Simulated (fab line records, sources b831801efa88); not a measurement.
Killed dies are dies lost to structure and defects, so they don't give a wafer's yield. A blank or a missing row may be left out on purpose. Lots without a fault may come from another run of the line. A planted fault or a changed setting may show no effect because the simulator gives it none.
Tool commonality check | flow sky130 | 15 lots, 45 wafers sampled

WHY IT WAS OPENED
At SKY_VT_ADJUST_HVTR_TW_MEAS_11 the reading VT_ADJUST_HVTR_TW is flagged on 3 of 15 lots. Wafers without a fault read 209.1, standard deviation 1.3.
Rule: a lot is flagged when every wafer of it that has a number lies more than 4 standard deviations from that mean, or none has a number. The other lots count as sound.

lot  | measured     | on            | VT_ADJUST_HVTR_TW, wafer by wafer | flag
L695 | day 9 10:43  | film_metro-03 | 209.2 208.5 208.0                 |
L698 | day 10 10:52 | film_metro-03 | 208.2 209.9 207.1                 |
L699 | day 10 16:14 | film_metro-02 | 207.4 208.1 208.3                 |
L701 | day 11 06:20 | film_metro-03 | 209.8 208.9 209.2                 |
L702 | day 11 13:35 | film_metro-02 | 208.0 207.8 206.9                 |
L703 | day 11 23:29 | film_metro-03 | 208.7 209.1 209.6                 |
L705 | day 12 11:48 | film_metro-04 | 211.4 210.7 209.8                 |
L707 | day 13 01:29 | film_metro-02 | 208.7 208.2 208.2                 |
L708 | day 13 10:50 | film_metro-04 | 210.1 210.8 211.3                 |
L712 | day 14 16:17 | film_metro-04 | 29.9 30.1 29.8                    | FLAGGED
L713 | day 14 21:41 | film_metro-02 | 29.6 29.6 29.6                    | FLAGGED
L714 | day 15 08:21 | film_metro-03 | 29.9 29.7 29.7                    | FLAGGED
L716 | day 15 21:44 | film_metro-04 | 210.1 209.4 210.9                 |
L717 | day 16 06:01 | film_metro-02 | 205.4 206.2 207.6                 |
L718 | day 16 09:38 | film_metro-04 | 209.5 211.0 209.9                 |
The numbers of the flagged lots are 29.8 on average: -179.3 against the usual, or -99 or more standard deviations.

WHICH TOOL RAN EACH LOT
The record holds 3 process steps before the reading, out of a route of 708 steps. In each cell: the tool, then ch and the chambers that the sampled wafers went through, then the start.
lot  | flag    | SKY_PWDE_STRIP_09                   | SKY_VT_ADJUST_NCORE_DEHYDRATE_00  | SKY_VT_ADJUST_HVTR_IMPLANT_09
L695 |         | plasma_asher-01 ch 0,1, day 3 21:40 | litho_track-01 ch 0, day 8 03:17  | implanter-02 ch 0, day 9 10:29
L698 |         | plasma_asher-03 ch 0,1, day 4 14:28 | litho_track-02 ch 0, day 9 01:01  | implanter-02 ch 0, day 10 10:37
L699 |         | plasma_asher-01 ch 1, day 4 19:46   | litho_track-03 ch 0, day 9 06:02  | implanter-02 ch 0, day 10 15:59
L701 |         | plasma_asher-01 ch 0,1, day 5 06:36 | litho_track-03 ch 0, day 9 19:38  | implanter-03 ch 0, day 11 06:05
L702 |         | plasma_asher-03 ch 0,1, day 5 11:39 | litho_track-02 ch 0, day 10 01:16 | implanter-02 ch 0, day 11 13:20
L703 |         | plasma_asher-03 ch 0,1, day 5 16:31 | litho_track-01 ch 0, day 10 10:47 | implanter-01 ch 0, day 11 23:14
L705 |         | plasma_asher-01 ch 0,1, day 6 05:21 | litho_track-03 ch 0, day 10 22:25 | implanter-01 ch 0, day 12 11:34
L707 |         | plasma_asher-01 ch 0,1, day 6 15:37 | litho_track-01 ch 0, day 11 11:42 | implanter-03 ch 0, day 13 01:14
L708 |         | plasma_asher-04 ch 0,1, day 6 22:03 | litho_track-01 ch 0, day 11 20:53 | implanter-02 ch 0, day 13 10:35
L712 | FLAGGED | plasma_asher-01 ch 0,1, day 7 21:01 | litho_track-02 ch 0, day 13 00:10 | implanter-01, day 14 16:02
L713 | FLAGGED | plasma_asher-04 ch 0,1, day 7 23:58 | litho_track-03 ch 0, day 13 05:02 | implanter-03, day 14 21:26
L714 | FLAGGED | plasma_asher-04 ch 0,1, day 8 08:29 | litho_track-02 ch 0, day 13 15:37 | implanter-01, day 15 08:08
L716 |         | plasma_asher-03 ch 0,1, day 8 19:38 | litho_track-03 ch 0, day 14 05:35 | implanter-01 ch 0, day 15 21:29
L717 |         | plasma_asher-04 ch 0,1, day 9 00:28 | litho_track-03 ch 0, day 14 13:22 | implanter-03 ch 0, day 16 05:47
L718 |         | plasma_asher-01 ch 0,1, day 9 04:54 | litho_track-03 ch 0, day 14 16:43 | implanter-02 ch 0, day 16 09:25
What these steps do:
- SKY_PWDE_STRIP_09: strips in O2/N2.
- SKY_VT_ADJUST_NCORE_DEHYDRATE_00: time 62.13 s.
- SKY_VT_ADJUST_HVTR_IMPLANT_09
- SKY_VT_ADJUST_HVTR_TW_MEAS_11

FLAGGED OVER TOTAL, TOOL BY TOOL (the gauges that took the reading come last)
step                             | tool            | lots run | flagged | share of the flagged lots | sound lots run after its first flagged lot
SKY_PWDE_STRIP_09                | plasma_asher-01 | 7        | 1       | some                      | 1 (L718)
SKY_PWDE_STRIP_09                | plasma_asher-03 | 4        | 0       | none                      | -
SKY_PWDE_STRIP_09                | plasma_asher-04 | 4        | 2       | some                      | 1 (L717)
SKY_VT_ADJUST_NCORE_DEHYDRATE_00 | litho_track-01  | 4        | 0       | none                      | -
SKY_VT_ADJUST_NCORE_DEHYDRATE_00 | litho_track-02  | 4        | 2       | some                      | 0
SKY_VT_ADJUST_NCORE_DEHYDRATE_00 | litho_track-03  | 7        | 1       | some                      | 3 (L716,L717,L718)
SKY_VT_ADJUST_HVTR_IMPLANT_09    | implanter-01    | 5        | 2       | some                      | 1 (L716)
SKY_VT_ADJUST_HVTR_IMPLANT_09    | implanter-02    | 6        | 0       | none                      | -
SKY_VT_ADJUST_HVTR_IMPLANT_09    | implanter-03    | 4        | 1       | some                      | 1 (L717)
SKY_VT_ADJUST_HVTR_TW_MEAS_11    | film_metro-02   | 5        | 1       | some                      | 1 (L717)
SKY_VT_ADJUST_HVTR_TW_MEAS_11    | film_metro-03   | 5        | 1       | some                      | 0
SKY_VT_ADJUST_HVTR_TW_MEAS_11    | film_metro-04   | 5        | 1       | some                      | 2 (L716,L718)

WHAT THE TABLE ALLOWS
No row of the table ran every flagged lot.

WHAT THE SIMULATOR HAD PUT IN
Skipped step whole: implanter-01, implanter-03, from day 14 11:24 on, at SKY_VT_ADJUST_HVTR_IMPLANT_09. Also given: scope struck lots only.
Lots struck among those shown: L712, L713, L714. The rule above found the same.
